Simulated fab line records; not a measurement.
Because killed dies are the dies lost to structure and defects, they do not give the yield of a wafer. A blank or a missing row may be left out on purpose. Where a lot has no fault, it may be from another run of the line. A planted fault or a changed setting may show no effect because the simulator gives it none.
Which of the tools did it? :: flow sky130 :: route of 708 steps, sampled at 1 step: 24 lots, 72 wafers

== WHAT THE GAUGES SHOWED, per wafer ==
SKY_LDD_P_CD_MEAS_07 targets a cd of 380 nm. Usual: cd nm 380.6 nm, standard deviation 2.3.
lot: L074
measured: day 19 19:42
on: cd sem-01
cd nm (nm): 377.4 378.9 376.5
flag: 

lot: L076
measured: day 20 05:14
on: cd sem-01
cd nm (nm): 383.3 383.6 385.6
flag: 

lot: L075
measured: day 20 05:32
on: cd sem-01
cd nm (nm): 379.7 377.6 380.3
flag: 

lot: L077
measured: day 20 09:55
on: cd sem-02
cd nm (nm): 378.6 377.0 377.2
flag: 

lot: L078
measured: day 20 17:19
on: cd sem-02
cd nm (nm): 381.8 384.1 382.5
flag: 

lot: L079
measured: day 20 23:14
on: cd sem-01
cd nm (nm): 378.8 379.9 379.0
flag: 

lot: L081
measured: day 21 18:22
on: cd sem-01
cd nm (nm): 376.9 382.2 379.0
flag: 

lot: L080
measured: day 21 19:30
on: cd sem-01
cd nm (nm): 379.8 379.8 379.3
flag: 

lot: L082
measured: day 21 20:45
on: cd sem-02
cd nm (nm): 383.2 382.9 384.2
flag: 

lot: L083
measured: day 22 08:20
on: cd sem-02
cd nm (nm): 379.8 380.7 379.8
flag: 

lot: L084
measured: day 22 22:36
on: cd sem-02
cd nm (nm): 382.5 383.3 384.5
flag: 

lot: L085
measured: day 23 06:31
on: cd sem-02
cd nm (nm): 380.4 378.8 378.5
flag: 

lot: L086
measured: day 23 08:37
on: cd sem-02
cd nm (nm): 378.6 379.6 376.6
flag: 

lot: L087
measured: day 23 18:29
on: cd sem-02
cd nm (nm): 378.5 380.1 378.4
flag: 

lot: L088
measured: day 24 02:45
on: cd sem-02
cd nm (nm): 379.2 378.1 378.1
flag: 

lot: L089
measured: day 24 08:07
on: cd sem-02
cd nm (nm): 383.2 381.8 382.6
flag: 

lot: L090
measured: day 24 17:47
on: cd sem-02
cd nm (nm): 382.4 380.3 378.7
flag: 

lot: L091
measured: day 24 22:07
on: cd sem-02
cd nm (nm): 378.9 380.7 381.6
flag: 

lot: L092
measured: day 25 14:05
on: cd sem-01
cd nm (nm): 380.0 379.7 382.1
flag: 

lot: L093
measured: day 25 17:36
on: cd sem-01
cd nm (nm): 380.8 381.6 379.4
flag: 

lot: L094
measured: day 26 05:20
on: cd sem-02
cd nm (nm): 377.9 379.7 377.3
flag: 

lot: L095
measured: day 26 13:53
on: cd sem-02
cd nm (nm): 381.0 381.6 380.2
flag: 

lot: L096
measured: day 26 17:46
on: cd sem-02
cd nm (nm): 383.8 381.5 383.1
flag: 

lot: L097
measured: day 27 00:01
on: cd sem-02
cd nm (nm): 380.6 384.6 380.7
flag: 

== WHICH TOOL RAN EACH LOT (tool, then ch and the chambers of the sampled wafers, then the start) ==
Before these readings, the record contains no process step.

== AS READ BY THE TOOLS THEMSELVES (means over the sampled wafers that have a number; for cases with no such wafer, the mark the record gives instead) ==
The record holds no such reading with a usual standard deviation.

== THE ANSWER, worked out from the rows above alone ==
Rule: take the mean of a lot's wafers that have a number; if it is more than 3 standard deviations from the usual mean, the lot is off. Also off: a lot with no number at a reading for which 4 or more lots have one. All remaining lots with rows at the step are treated as sound. Order of review: gauges by route order, followed by the tools' own readings, for which a lot's mean as printed above is used. At the first step where some lot is off, the reading lying furthest off is the one used; lots without a number count as furthest.
No lot is off at any reading shown: from this, nothing can be told.

== WHAT THE SIMULATOR HAD PUT IN ==
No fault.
